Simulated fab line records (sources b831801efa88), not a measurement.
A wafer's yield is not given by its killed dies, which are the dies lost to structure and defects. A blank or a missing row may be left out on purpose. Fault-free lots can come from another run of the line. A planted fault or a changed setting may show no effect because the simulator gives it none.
Problem report, 8D (eight disciplines) form, completed by code / flow gf180mcu / the parts of the form that need people (team, actions taken, sign-off) are left out

== 1. WHAT WENT WRONG ==
Mean NWELL_RS at GF_VT_IMPLANT_RS_MEAS_47: 499.3 ohm/sq over 6 wafers in 2 lots; fault-free wafers: 488.0 ohm/sq, standard deviation 1.3. That is +8.7 standard deviations from the usual mean.
The step: measures by four-point-probe.
First seen on wafer L589.1, day 12 03:14, on film-metro-04. The record holds 39 wafers of 13 lots with a number at this step. The rule behind "out" and "out of limits": a value lying over 4 standard deviations away from the usual mean. The other wafers with a number count as sound.

== 2. WHAT IT IS, AND WHAT IT ISN'T ==
question=which readings at this step | is=NWELL_RS | is not=-
question=which lots | is=L589, L591 | is not=L574, L575, L576, L577, L579, L580, L581, L582, L584, L594, L595
question=which wafers of those lots | is=all that have a number | is not=-
question=read on which gauges | is=film-metro-03, film-metro-04 | is not=film-metro-02
question=when | is=from day 12 03:14 | is not=up to then (27 sound wafers); but 6 sound wafers of L594, L595 came after

== 3. SUSPECTS, AND WHAT RULES EACH OUT ==
Counting: a tool at any process step up to the reading remains a suspect when it ran all the lots that are out and ran no sound lot after the first of those.
- the gauge at GF_VT_IMPLANT_RS_MEAS_47 is ruled out. 2 gauges (film-metro-03, film-metro-04) read the wafers that are out.
- implanter-04 at GF_NWELL_IMPLANT_09: kept. Every lot that is out went through it, starting with L589 (day 7 01:11), and after that it ran no sound lot; the last sound lot it ran before then is L584 (day 5 22:52). Out on those wafers are its own readings of dose-ions-cm2, faraday-current-uA.
Remaining after the count: implanter-04 at GF_NWELL_IMPLANT_09.

== 4. THE CAUSE (what the simulator had put in) ==
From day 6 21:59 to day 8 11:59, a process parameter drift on implanter-04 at GF_NWELL_IMPLANT_09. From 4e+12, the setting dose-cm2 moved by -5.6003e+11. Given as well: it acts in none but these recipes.
This tool alone remained once counting was done.

== 5. THE CHAIN OF EFFECTS, in route order ==
Each row: a reading where the mean over the struck wafers with a number is more than 3 standard deviations away from the usual. Only readings whose record carries a usual standard deviation are examined. hours: median over the lots of the time between each lot's start at the first step of this table that gives one and its start at this step. sigmas: the change, counted in usual standard deviations.
hours=0; step=GF_NWELL_IMPLANT_09; reading=dose-ions-cm2; usual=3.999e+12; on struck wafers=3.440e+12; change=-5.592e+11; sigmas=-99 or more
hours=0; step=GF_NWELL_IMPLANT_09; reading=faraday-current-uA; usual=22.6; on struck wafers=19.7; change=-2.9; sigmas=-6.9
hours=122; step=GF_VT_IMPLANT_RS_MEAS_47; reading=NWELL_RS; usual=488.0 ohm/sq; on struck wafers=499.3; change=+11.3; sigmas=+8.7
It contains these process steps:
- GF_NWELL_IMPLANT_09
At these later measuring or inspecting steps, every struck wafer for which the step has a row has a number for every such reading, and none has moved that far: GF_NSD_CD_MEAS_07.

== 6. WHAT WOULD HAVE CAUGHT IT SOONER ==
The first out-of-limits reading at a measuring or inspecting step in this record came at day 12 03:14, 125 hours after the fault's start at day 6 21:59.
At GF_NWELL_IMPLANT_09, the tool's own readings (dose-ions-cm2, faraday-current-uA) were out on each struck wafer the step has a row for, so an alarm limit on them would have fired on the first such wafer.
By day 12 03:14 the whole set of lots that are out, 2 in number, had already begun GF_NWELL_IMPLANT_09 on implanter-04. Had the tool been put on hold then, not one of them would have been saved.
